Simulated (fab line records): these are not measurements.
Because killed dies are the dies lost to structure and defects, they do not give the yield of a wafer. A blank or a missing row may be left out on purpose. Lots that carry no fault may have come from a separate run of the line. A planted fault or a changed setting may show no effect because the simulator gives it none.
Which tool is to blame? | flow gf180mcu | 35 wafers from 12 lots sampled at 5 of the route's 602 steps

WHAT THE GAUGES SHOWED, per wafer
GF_MVSD_OVL_MEAS_07. Usual: MVSD_OVL 1.9 nm, standard deviation 1.8.
lot  | measured    | on         | MVSD_OVL (nm) | flag
L476 | day 4 10:07 | overlay-02 | 3.9 3.3 7.3   |
L477 | day 4 16:52 | overlay-02 | 2.5 2.2 2.0   |
L478 | day 4 21:46 | overlay-01 | 1.9 3.4 2.4   |
L479 | day 5 05:40 | overlay-01 | 0.9 3.5 3.6   |
L481 | day 5 15:43 | overlay-01 | 1.4 2.0 0.3   |
L482 | day 5 23:43 | overlay-02 | 2.3 4.4 1.6   |
L483 | day 6 05:37 | overlay-02 | 3.9 5.4 3.5   |
L484 | day 6 08:41 | overlay-02 | 0.4 3.1 3.4   |
L490 | day 7 20:53 | overlay-01 | -1.8 -1.5     |
L495 | day 9 01:39 | overlay-01 | 2.8 1.9 2.2   |
L496 | day 9 09:10 | overlay-01 | -0.6 0.7 1.5  |
L497 | day 9 11:37 | overlay-01 | 1.1 3.2 0.1   |

GF_PSD_RS_MEAS_14: uses a four-point probe to measure. Usual: NSD_RS 46.14 ohm/sq, standard deviation 0.088.
lot  | measured     | on            | NSD_RS (ohm/sq)         | flag
L476 | day 14 08:53 | film-metro-04 | 46.21 46.14 46.11       |
L477 | day 14 19:29 | film-metro-03 | 46.01 46.23 46.08       |
L478 | day 15 01:22 | film-metro-03 | 46.02 46.06 46.07       |
L479 | day 15 11:31 | film-metro-03 | 46.03 46.16 46.13       |
L481 | day 16 00:29 | film-metro-01 | 46.14 46.14 46.14       |
L482 | day 16 13:52 | film-metro-04 | 46.10 46.25 46.19       |
L483 | day 16 18:55 | film-metro-01 | 46.23 46.19 46.24       |
L484 | day 16 22:06 | film-metro-01 | 46.10 46.12 46.16       |
L490 | day 19 05:02 | film-metro-03 | 47.65 46.09 47.65 46.08 | OFF
L495 | day 21 00:51 | film-metro-04 | 46.22 46.15 46.18       |
L496 | day 21 09:09 | film-metro-01 | 46.11 45.98 46.00       |
L497 | day 21 11:00 | film-metro-03 | 46.00 46.17 46.17       |

GF_CONTACT_CD_MEAS_14: the cd target is 220 nm. Usual: cd-nm reads 219.9 nm (standard deviation 1.3).
lot  | measured     | on        | cd-nm (nm)        | flag
L476 | day 16 03:42 | cd-sem-01 | 219.4 219.8 220.7 |
L477 | day 16 17:05 | cd-sem-02 | 218.9 219.0 218.3 |
L478 | day 16 22:56 | cd-sem-02 | 219.2 221.2 220.7 |
L479 | day 17 10:07 | cd-sem-01 | 219.2 218.4 218.9 |
L481 | day 17 22:45 | cd-sem-01 | 221.6 222.5 221.7 |
L482 | day 18 13:53 | cd-sem-02 | 220.5 222.1 219.9 |
L483 | day 18 19:21 | cd-sem-01 | 221.7 222.5 222.3 |
L484 | day 18 23:00 | cd-sem-01 | 219.6 219.7 219.9 |
L490 | day 21 05:58 | cd-sem-02 | 218.6 218.3       |
L495 | day 23 01:48 | cd-sem-02 | 218.3 218.9 218.2 |
L496 | day 23 09:37 | cd-sem-02 | 219.4 219.8 219.0 |
L497 | day 23 11:46 | cd-sem-01 | 219.9 220.3 221.4 |

WHAT TOOL EACH LOT RAN ON (gives the tool, then ch and the chambers of the sampled wafers, and finally the start)
lot  | GF_NSD_IMPLANT_10               | GF_NSD_STRIP_11
L476 | implanter-03 ch 0, day 13 11:31 | plasma-asher-02 ch 0,1, day 13 11:40
L477 | implanter-04 ch 0, day 13 22:34 | plasma-asher-04 ch 0,1, day 13 22:43
L478 | implanter-04 ch 0, day 14 03:24 | plasma-asher-03 ch 1, day 14 03:31
L479 | implanter-04 ch 0, day 14 13:31 | plasma-asher-03 ch 0,1, day 14 13:40
L481 | implanter-03 ch 0, day 15 01:58 | plasma-asher-03 ch 0,1, day 15 02:07
L482 | implanter-01 ch 0, day 15 15:08 | plasma-asher-03 ch 0,1, day 15 15:16
L483 | implanter-04 ch 0, day 15 19:29 | plasma-asher-02 ch 0, day 15 19:38
L484 | implanter-01 ch 0, day 15 23:21 | plasma-asher-03 ch 0,1, day 15 23:28
L490 | implanter-03 ch 0, day 18 04:23 | plasma-asher-03 ch 1, day 18 04:31
L495 | implanter-04 ch 0, day 20 00:22 | plasma-asher-04 ch 0,1, day 20 00:31
L496 | implanter-04 ch 0, day 20 08:29 | plasma-asher-04 ch 0,1, day 20 08:38
L497 | implanter-04 ch 0, day 20 10:22 | plasma-asher-02 ch 0,1, day 20 10:31
- GF_NSD_IMPLANT_10
- GF_NSD_STRIP_11: strips in O2/N2.

WHAT THE TOOLS THEMSELVES READ (means of the sampled wafers that have a number; where no wafer has one, the mark that the record gives instead)
GF_NSD_IMPLANT_10. Usual: faraday-current-uA reads 2779 (standard deviation 57).
lot  | tool         | faraday-current-uA | flag
L476 | implanter-03 | 2773               |
L477 | implanter-04 | 2787               |
L478 | implanter-04 | 2742               |
L479 | implanter-04 | 2810               |
L481 | implanter-03 | 2772               |
L482 | implanter-01 | 2780               |
L483 | implanter-04 | 2770               |
L484 | implanter-01 | 2743               |
L490 | implanter-03 | 2841               |
L495 | implanter-04 | 2754               |
L496 | implanter-04 | 2721               |
L497 | implanter-04 | 2765               |

GF_NSD_STRIP_11. Usual: drypump-motor-current-A 5.9 A, standard deviation 0.3; heater-power-w 307 W, standard deviation 24; oes-product-au 0.487 a.u., standard deviation 0.0049; strip-time-to-endpoint-s 22.96 s, standard deviation 0.036.
lot  | tool            | drypump-motor-current-A (A) | heater-power-w (W) | oes-product-au (a.u.) | strip-time-to-endpoint-s (s) | flag
L476 | plasma-asher-02 | 6.2                         | 323                | 0.486                 | 23.04                        |
L477 | plasma-asher-04 | 5.8                         | 324                | 0.484                 | 22.95                        |
L478 | plasma-asher-03 | 5.9                         | 294                | 0.483                 | 22.97                        |
L479 | plasma-asher-03 | 5.9                         | 287                | 0.488                 | 22.97                        |
L481 | plasma-asher-03 | 5.8                         | 291                | 0.483                 | 22.94                        |
L482 | plasma-asher-03 | 5.9                         | 286                | 0.487                 | 23.00                        |
L483 | plasma-asher-02 | 6.4                         | 332                | 0.489                 | 22.91                        |
L484 | plasma-asher-03 | 5.8                         | 290                | 0.492                 | 23.00                        |
L490 | plasma-asher-03 | 5.9                         | 294                | 0.485                 | 22.87                        |
L495 | plasma-asher-04 | 5.7                         | 302                | 0.488                 | 22.94                        |
L496 | plasma-asher-04 | 5.8                         | 324                | 0.492                 | 23.00                        |
L497 | plasma-asher-02 | 6.2                         | 323                | 0.487                 | 22.96                        |

THE ANSWER, worked out from the rows above alone
Rule: lot off if the mean of its wafers having a number is beyond 3 standard deviations from the usual mean. A lot without any number at a reading at which 4 lots or more have one is off too. Any other lot the step has rows for is counted as sound. Order of review: gauges by route order, followed by the tools' own readings, for which a lot's mean as printed above is used. At the first step where some lot is off, the reading lying furthest off is the one used; lots without a number count as furthest.
Off: L490, seen at GF_PSD_RS_MEAS_14 (NSD_RS).
A tool fits if, at a process step before that reading, it ran every lot that is off, and no sound lot after the first of them. The gauges at GF_PSD_RS_MEAS_14 are tried like those tools. Can't be told from this: 2 tools fit, implanter-03 at GF_NSD_IMPLANT_10, plasma-asher-03 at GF_NSD_STRIP_11.

WHAT THE SIMULATOR PUT IN
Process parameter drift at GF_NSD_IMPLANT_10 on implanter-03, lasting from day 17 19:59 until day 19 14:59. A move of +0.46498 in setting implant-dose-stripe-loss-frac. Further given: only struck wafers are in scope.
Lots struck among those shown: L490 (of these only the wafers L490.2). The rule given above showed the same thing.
